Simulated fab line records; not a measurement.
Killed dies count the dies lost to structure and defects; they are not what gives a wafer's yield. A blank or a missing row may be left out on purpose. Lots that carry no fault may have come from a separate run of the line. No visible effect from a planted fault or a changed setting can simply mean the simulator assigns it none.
A struck lot beside a sound one	flow gf180mcu	22 out of 602 route steps
Sound: wafers L229.3, L229.5, L229.6. Struck: wafers L233.1, L233.5, L233.6. At the end, the cause is stated.
Per side, at each step with rows, come the tool, then ch with its chambers, and then its first start. Under that, the readings that differ: sound wafers	struck wafers	difference of the means	sigmas: that difference in standard deviations of wafers without a fault.
alike: same words and numbers on both sides, and readings whose means sit less than 2 such deviations apart. not compared: any withheld reading, any reading some wafer has no value for, any bound like >300 that may hide the same value, and any number with overlapping values for which the record gives no deviation.
A row with sigmas, a row that says differs or no value, or rows on one side alone: a step with any of these is where the two part. When numbers do not overlap yet have no deviation, they are printed without sigmas and do not part them. A reading missing from all wafers of one side parts the sides only when that side holds two or more wafers.

first, 3 steps without rows for these wafers: GF_M1_STRIP_18 (strips in post etch residue remover, time 1200 s); GF_M1_CLEAN_19 (cleans in DIW); GF_V1_CVD_00 (deposits SiO2, target thk 600 nm, time 97.07 s).
GF_V1_THK_MEAS_01:
  sound on film_metro-02 at day 19 19:08; struck on film_metro-03 at day 21 06:05
  alike: V1_CVD_00_THK
GF_V1_CVD_02: deposits SiO2 from TEOS, target thk 850 nm, time 94.851 s.
  sound on pecvd-02 ch 0,1,2, day 19 19:11; struck on pecvd-03 ch 1,2, day 21 06:08
  alike: heater_power_w
GF_V1_THK_MEAS_03:
  sound on film_metro-03 at day 19 19:16; struck on film_metro-04 at day 21 06:13
  alike: V1_CVD_02_THK
GF_V1_CMP_04: polishes SiO2.
  sound on cmp-02 ch 2,3, day 19 19:22; struck on cmp-01 ch 0,1, day 21 06:19
  alike: motor_current_A, time_to_endpoint_s
GF_V1_BOW_MEAS_05:
  sound on film_metro-04 at day 19 19:39; struck on film_metro-03 at day 21 06:34
  alike: V1_BOW
then, 4 steps without rows for these wafers: GF_V1_DEHYDRATE_06 (time 60 s); GF_V1_HMDS_07 (prime time 60 s); GF_V1_COAT_08; GF_V1_COAT_09 (resist thk 1000 nm).
GF_V1_SOFTBAKE_10: time 60 s.
  sound on litho_track-04 ch 0, day 20 07:00; struck on litho_track-03 ch 0, day 21 18:00
reading	sound	struck	difference	sigmas
heater_power_total_W (W)	92.90 93.09 93.15	77.98 77.98 77.98	-15.07	-99 or more
plate_temp_C (C)	130.06 130.04 130.09	113.67 113.75 113.70	-16.36	-99 or more
  alike: chill_plate_temp_C
then, 2 steps without rows for these wafers: GF_V1_EXPOSE_11 (exposes mask Via1, target cd 260 nm); GF_V1_PEB_12 (peb time 90 s).
GF_V1_DEVELOP_13: develop time 60 s.
  sound on litho_track-04 ch 0, day 20 19:38; struck on litho_track-04 ch 0, day 22 06:14
reading	sound	struck	difference	sigmas
model.KrF_of_V1_COAT_09.thk_nm (nm)	984.9 988 984.9	1003 1004 1006	+18	
  alike: chill_plate_temp_C
GF_V1_CD_MEAS_14 targets a cd of 260 nm.
  sound on cd_sem-01 at day 20 19:46; struck on cd_sem-01 at day 22 06:23
reading	sound	struck	difference	sigmas
cd_nm (nm)	258.2 260.0 258.5	231.1 230.6 230.6	-28.1	-22
GF_V1_OVL_MEAS_15:
  sound on overlay-01 at day 20 19:52; struck on overlay-01 at day 22 06:30
reading	sound	struck	difference	sigmas
V1_OVL (nm)	-9 -6 -8	9 10 4	+15	+3
GF_V1_ETCH_16: etches BARC in N2/H2.
  sound on rie_diel-03 ch 0,1, day 20 19:53; struck on rie_diel-02 ch 2,3, day 22 06:32
reading	sound	struck	difference	sigmas
model.V1.cd_nm (nm)	257.8 258.5 258.4	230 229.7 229.7	-28	
  alike: drypump_motor_current_A, oes_product_au, throttle_valve_pct
GF_V1_ETCH_17: etches SiO2 in C4F8/O2/Ar, stops on TiN, target depth 630 nm.
  sound: rie_diel-03 ch 0,1; struck: rie_diel-02 ch 2,3
reading	sound	struck	difference	sigmas
model.V1.cd_nm (nm)	258 258.7 258.7	229.9 229.6 230.2	-28.6	
  alike: oes_product_au
GF_V1_STRIP_18: strips in O2/N2.
  sound on plasma_asher-02 ch 0,1, day 20 20:03; struck on plasma_asher-01 ch 0,1, day 22 06:40
  alike: drypump_motor_current_A, heater_power_w, oes_product_au
  not compared: rf_hours_counter_h
-- the record jumps here: 10 days lie between the struck wafers' starts before and after (it left off in module V1 and takes up again in module PASSIVATION, whose first step shown is number 602 of the route) --
GF_PASSIVATION_PROBE_99:
  sound on prober-02 at day 31 04:37; struck on prober-02 at day 32 04:46
reading	sound	struck	difference	sigmas
model.etest.via1_chain.rc_ohm	6.591 6.496 6.425	8.173 7.96 8.127	+1.583	

## WHERE THEY PART
At GF_V1_SOFTBAKE_10 first; at GF_V1_OVL_MEAS_15 last (within this record only). Later steps at which nothing parts them and some readings are alike: GF_V1_ETCH_16, GF_V1_ETCH_17, GF_V1_STRIP_18.

WHY: what the simulator had put in
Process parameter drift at GF_V1_SOFTBAKE_10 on litho_track-03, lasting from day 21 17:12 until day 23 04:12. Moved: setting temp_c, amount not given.
